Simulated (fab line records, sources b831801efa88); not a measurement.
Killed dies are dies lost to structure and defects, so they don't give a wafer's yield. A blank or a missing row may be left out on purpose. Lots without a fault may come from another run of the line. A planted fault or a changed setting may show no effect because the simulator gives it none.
A struck lot beside a sound one | flow sky130 | 15 steps out of a route of 708
Sound: wafers L139.1, L139.5, L139.6. Struck: wafers L150.1, L150.4, L150.5. The cause comes at the end.
At each step with rows: each side's tool, then ch and its chambers, then its first start. Under that, the readings that differ: sound wafers | struck wafers | difference of the means | sigmas: that difference in standard deviations of wafers without a fault.
alike: readings whose means differ by less than 2 such deviations, and words and numbers that are the same on both sides. not compared: withheld readings, readings that some wafer has no value for, bounds like >300 that may hide the same value, and numbers for which the record gives no deviation and whose values overlap.
The two part at a step that has a row with sigmas, a row that says differs or no value, or rows on one side only. Numbers that don't overlap but have no deviation are shown without sigmas and don't part them. A reading that every wafer of one side lacks parts them only if that side has two wafers or more.

first, 2 steps without rows for these wafers: SKY_METAL3_CLEAN_22 (cleans in O3/DIW); SKY_VIA3_HDPCVD_00 (deposits SiO2, target thk 1635 nm, time 272.5 s).
SKY_VIA3_THK_MEAS_01:
  sound on film_metro-02, day 40 05:11; struck on film_metro-04, day 42 23:20
  alike: VIA3_HDPCVD_THK
SKY_VIA3_CMP_02: polishes SiO2.
  sound on cmp-01 ch 1,2,3, day 40 05:20; struck on cmp-01 ch 0,2,3, day 42 23:29
  alike: motor_current_A, slurry_filter_dp_kPa
SKY_VIA3_BOW_MEAS_03:
  sound on film_metro-02, day 40 05:32; struck on film_metro-02, day 42 23:41
  alike: VIA3_BOW
then, 7 steps without rows for these wafers: SKY_VIA3_DEHYDRATE_04 (time 60 s); SKY_VIA3_HMDS_05 (prime time 60 s); SKY_VIA3_COAT_06 (resist thk 60 nm); SKY_VIA3_COAT_07 (resist thk 450 nm); SKY_VIA3_SOFTBAKE_08 (time 90 s); SKY_VIA3_EXPOSE_09 (exposes mask VIM3, target cd 200 nm); SKY_VIA3_PEB_10.
SKY_VIA3_DEVELOP_11: develop time 60 s.
  sound on litho_track-02 ch 0, day 41 05:00; struck on litho_track-02 ch 0, day 43 22:00
  reading              | sound             | struck            | difference | sigmas
  developer_temp_C (C) | 21.02 20.99 21.04 | 20.14 20.22 20.20 | -0.83      | -8
SKY_VIA3_CD_MEAS_12: target cd 200 nm.
  sound on cd_sem-01, day 41 05:55; struck on cd_sem-01, day 43 22:57
  alike: cd_nm
-- the record jumps here: 5 days lie between the struck wafers' starts before and after (it left off in module VIA3 and takes up again in module PAD_OPEN, whose first step shown is number 708 of the route) --
SKY_PAD_OPEN_PROBE_99:
  sound on prober-02, day 47 02:25; struck on prober-02, day 49 09:34
  alike: defect_limited_yield, killed_at_M0_to_M3, killed_at_M4_up, killed_at_contacts, killed_at_front_end, killed_at_other, killed_dies, killed_open, killed_short, sort_bin_3_pad_short, sort_bin_5_function, sort_bin_6_memory, sort_n_pass, sort_yield_pct

WHERE THEY PART
Only at SKY_VIA3_DEVELOP_11, within this record. Later steps at which nothing parts them and some readings are alike: SKY_VIA3_CD_MEAS_12, SKY_PAD_OPEN_PROBE_99.

WHY: what the simulator had put in
Process parameter drift: litho_track-02, from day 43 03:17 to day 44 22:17, at SKY_VIA3_DEVELOP_11. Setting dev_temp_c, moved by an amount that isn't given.
